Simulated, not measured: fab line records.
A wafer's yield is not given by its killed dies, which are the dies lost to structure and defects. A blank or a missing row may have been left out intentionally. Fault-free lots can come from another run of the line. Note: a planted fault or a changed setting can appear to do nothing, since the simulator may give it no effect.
Which tool was responsible? | flow gf180mcu | Sampling: 14 lots, 42 wafers, 4 of 602 route steps

## WHAT THE GAUGES SHOWED, per wafer
GF_V5_THK_MEAS_25: measures by xrf.
lot  | measured     | on            | V5_W_THK (nm)
L922 | day 28 05:29 | film-metro-02 | 349 343 347
L924 | day 28 12:20 | film-metro-04 | 346 346 351
L927 | day 29 00:32 | film-metro-01 | 353 352 346
L926 | day 29 02:57 | film-metro-01 | 349 346 349
L928 | day 29 19:23 | film-metro-04 | 343 342 339
L930 | day 29 23:17 | film-metro-01 | 346 345 346
L931 | day 30 01:19 | film-metro-02 | 344 347 343
L932 | day 30 08:20 | film-metro-04 | 357 356 355
L933 | day 30 18:34 | film-metro-02 | 353 346 349
L934 | day 30 23:38 | film-metro-02 | 346 347 342
L935 | day 31 08:41 | film-metro-02 | 339 336 342
L936 | day 31 15:14 | film-metro-01 | 349 348 348
L937 | day 31 21:04 | film-metro-02 | 346 348 349
L943 | day 33 08:40 | film-metro-01 | 342 348 346

## TOOL THAT RAN EACH LOT (tool first, then ch and the chambers of the sampled wafers, then the start)
lot  | GF_SALICIDE_SPUTTER_02       | GF_V5_CVD_02                    | GF_V5_STRIP_18
L922 | pvd-sputter-01, day 16 03:07 | pecvd-02 ch 0,2, day 27 07:30   | plasma-asher-04 ch 0,1, day 28 04:35
L924 | pvd-sputter-04, day 16 12:22 | pecvd-03 ch 0,2, day 27 14:25   | plasma-asher-03 ch 0,1, day 28 11:17
L927 | pvd-sputter-04, day 17 01:48 | pecvd-02 ch 0,1,2, day 28 03:07 | plasma-asher-01 ch 0,1, day 28 23:39
L926 | pvd-sputter-03, day 17 02:27 | pecvd-02 ch 0,1,2, day 28 05:57 | plasma-asher-04 ch 0,1, day 29 02:05
L928 | pvd-sputter-03, day 17 22:09 | pecvd-03 ch 0,1,2, day 28 21:58 | plasma-asher-04 ch 0,1, day 29 18:25
L930 | pvd-sputter-03, day 18 03:36 | pecvd-02 ch 1,2, day 29 02:08   | plasma-asher-04 ch 0,1, day 29 22:23
L931 | pvd-sputter-04, day 18 09:35 | pecvd-03 ch 0,1,2, day 29 05:22 | plasma-asher-04 ch 0,1, day 30 00:26
L932 | pvd-sputter-03, day 18 17:39 | pecvd-04 ch 0,1,2, day 29 11:08 | plasma-asher-03 ch 0,1, day 30 07:27
L933 | pvd-sputter-04, day 19 05:57 | pecvd-03 ch 0,1, day 29 22:56   | plasma-asher-01 ch 0,1, day 30 17:42
L934 | pvd-sputter-01, day 19 15:15 | pecvd-03 ch 0,1,2, day 30 04:01 | plasma-asher-04 ch 0,1, day 30 22:40
L935 | pvd-sputter-03, day 20 01:46 | pecvd-02 ch 0,2, day 30 13:16   | plasma-asher-03 ch 0,1, day 31 07:49
L936 | pvd-sputter-03, day 20 08:00 | pecvd-02 ch 0,1,2, day 30 19:55 | plasma-asher-04 ch 1, day 31 14:20
L937 | pvd-sputter-03, day 20 17:29 | pecvd-04 ch 0,1, day 31 01:50   | plasma-asher-03 ch 0,1, day 31 20:10
L943 | pvd-sputter-04, day 22 18:57 | pecvd-04 ch 1,2, day 32 14:57   | plasma-asher-01 ch 0,1, day 33 07:42
- GF_SALICIDE_SPUTTER_02: material Co, target thk 10 nm, time 20 s.
- GF_V5_CVD_02: deposits SiO2 from TEOS, target thk 1450 nm, time 163.28 s.
- GF_V5_STRIP_18: strips in O2/N2.

## AS READ BY THE TOOLS THEMSELVES (means over the sampled wafers that have a number; for cases with no such wafer, the mark the record gives instead)
GF_SALICIDE_SPUTTER_02.
lot  | tool           | cathode-dc-power-W (W) | throttle-valve-pct (%)
L922 | pvd-sputter-01 | 1000.0                 | 28.5
L924 | pvd-sputter-04 | 1000.0                 | 30.4
L927 | pvd-sputter-04 | 999.8                  | 30.5
L926 | pvd-sputter-03 | 999.9                  | 29.3
L928 | pvd-sputter-03 | 999.9                  | 30.2
L930 | pvd-sputter-03 | 1000.1                 | 28.4
L931 | pvd-sputter-04 | 1000.1                 | 30.2
L932 | pvd-sputter-03 | 1000.1                 | 29.5
L933 | pvd-sputter-04 | 1000.1                 | 30.7
L934 | pvd-sputter-01 | 1000.0                 | 29.1
L935 | pvd-sputter-03 | 1000.0                 | 28.4
L936 | pvd-sputter-03 | 1000.0                 | 29.3
L937 | pvd-sputter-03 | 1000.0                 | 29.6
L943 | pvd-sputter-04 | 1000.1                 | 31.2

GF_V5_CVD_02.
lot  | tool     | heater-power-outer-w (W) | heater-power-w (W) | susceptor-temp-C (C)
L922 | pecvd-02 | 472                      | 840                | 399.86
L924 | pecvd-03 | 382                      | 614                | 400.34
L927 | pecvd-02 | 443                      | 788                | 399.95
L926 | pecvd-02 | 445                      | 813                | 400.19
L928 | pecvd-03 | 376                      | 654                | 400.27
L930 | pecvd-02 | 364                      | 673                | 399.90
L931 | pecvd-03 | 348                      | 613                | 400.07
L932 | pecvd-04 | 306                      | 518                | 399.81
L933 | pecvd-03 | 342                      | 665                | 400.17
L934 | pecvd-03 | 352                      | 624                | 400.20
L935 | pecvd-02 | 428                      | 805                | 400.15
L936 | pecvd-02 | 404                      | 750                | 399.93
L937 | pecvd-04 | 311                      | 523                | 399.92
L943 | pecvd-04 | 305                      | 555                | 400.02

GF_V5_STRIP_18.
lot  | tool            | drypump-motor-current-A (A) | heater-power-w (W) | oes-product-au (a.u.)
L922 | plasma-asher-04 | 5.6                         | 348                | 0.568
L924 | plasma-asher-03 | 6.0                         | 333                | 0.575
L927 | plasma-asher-01 | 5.3                         | 343                | 0.569
L926 | plasma-asher-04 | 5.6                         | 358                | 0.570
L928 | plasma-asher-04 | 5.7                         | 359                | 0.573
L930 | plasma-asher-04 | 5.6                         | 347                | 0.570
L931 | plasma-asher-04 | 5.6                         | 350                | 0.568
L932 | plasma-asher-03 | 6.0                         | 335                | 0.566
L933 | plasma-asher-01 | 5.5                         | 350                | 0.577
L934 | plasma-asher-04 | 5.6                         | 345                | 0.569
L935 | plasma-asher-03 | 5.6                         | 342                | 0.571
L936 | plasma-asher-04 | 5.7                         | 369                | 0.567
L937 | plasma-asher-03 | 5.6                         | 342                | 0.569
L943 | plasma-asher-01 | 5.3                         | 346                | 0.569

## THE ANSWER, worked out from the rows above alone
Rule: the usual values come from the lots themselves. Put in order of their means at a reading, lots are off if they are a third of the lots or fewer, leave a main group of 4 or more, and stand apart from it by a gap of 3 or more times the standard deviation of the main group's means; of several such gaps the widest counts. A main group is skipped when, at the precision printed for the reading in the tables above, its means are all equal. Also off: a lot with no number at a reading for which 4 or more lots have one. Any other lot the step has rows for is counted as sound. First the gauges in route order, then the tools' own readings, where a lot's mean is used as printed above. The first step at which some lot is off is used, and at that step the reading that is off furthest; a lot without a number counts as furthest.
None of the lots is off at any reading shown; this tells nothing.

## WHAT WAS PUT IN BY THE SIMULATOR
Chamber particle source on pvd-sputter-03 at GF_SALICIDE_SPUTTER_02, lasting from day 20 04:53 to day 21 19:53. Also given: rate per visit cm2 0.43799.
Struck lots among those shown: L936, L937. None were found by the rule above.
